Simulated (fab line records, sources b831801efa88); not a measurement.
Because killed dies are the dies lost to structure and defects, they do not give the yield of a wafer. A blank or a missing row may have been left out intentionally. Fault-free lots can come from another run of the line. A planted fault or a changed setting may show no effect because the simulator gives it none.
What tool caused it?    flow gf180mcu    18 wafers from 6 lots sampled at 3 of the route's 602 steps

== WHAT THE GAUGES READ, wafer by wafer ==
GF_CONTACT_CD_MEAS_14: the cd target is 220 nm.
lot   measured      on         cd nm (nm)
L920  day 16 09:10  cd sem-01  219.1 220.0 218.2
L922  day 17 04:35  cd sem-01  219.7 220.7 220.3
L930  day 20 04:12  cd sem-02  231.4 230.5 231.6
L933  day 21 01:22  cd sem-02  219.3 219.1 220.1
L936  day 22 13:02  cd sem-02  222.4 222.0 220.4
L940  day 23 19:20  cd sem-01  219.8 219.4 218.9

== TOOL THAT RAN EACH LOT (tool first, then ch and the chambers of the sampled wafers, then the start) ==
lot   GF_POLY_GATE_ETCH_12                GF_CONTACT_EXPOSE_11
L920  rie diel-02 ch 1,3, day 9 11:52     krf scanner-02 ch 0, day 15 22:04
L922  rie diel-03 ch 1,3, day 10 03:03    krf scanner-01 ch 0, day 16 17:01
L930  rie diel-02 ch 1,3, day 12 12:04    krf scanner-02 ch 0, day 19 16:31
L933  rie diel-04 ch 0,2,3, day 13 04:22  krf scanner-01 ch 0, day 20 13:43
L936  rie diel-04 ch 0,1,2, day 14 10:13  krf scanner-01 ch 0, day 22 00:57
L940  rie diel-04 ch 0,2, day 15 16:34    krf scanner-01 ch 0, day 23 07:46
- GF_POLY_GATE_ETCH_12: etches BARC in N2/H2.
- GF_CONTACT_EXPOSE_11: exposes mask Contact, target cd 220 nm.

== THE ANSWER, worked out from the rows above alone ==
Rule: the usual values come from the lots themselves. The widest of any qualifying gaps counts: lots, ordered by their means at a reading, are off when they make up no more than a third of the lots, leave a main group of 4 or more, and stand apart from it by 3 or more times the standard deviation of that group's means. The tables above print the reading to a certain number of digits; a main group whose means all agree to those digits is not used. A lot without any number at a reading at which 4 lots or more have one is off too. Any other lot the step has rows for is counted as sound.
Off at GF_CONTACT_CD_MEAS_14 (cd nm): L930. The main group: mean 220.0 nm, standard deviation 0.9.
If a tool, at a process step before that reading, ran all the lots that are off and no sound lot after the first of them, it fits. Gauges at GF_CONTACT_CD_MEAS_14: tried the same way as those tools. 2 tools fit, rie diel-02 at GF_POLY_GATE_ETCH_12 and krf scanner-02 at GF_CONTACT_EXPOSE_11, so this cannot tell which one it is.

== WHAT THE SIMULATOR HAD PUT IN ==
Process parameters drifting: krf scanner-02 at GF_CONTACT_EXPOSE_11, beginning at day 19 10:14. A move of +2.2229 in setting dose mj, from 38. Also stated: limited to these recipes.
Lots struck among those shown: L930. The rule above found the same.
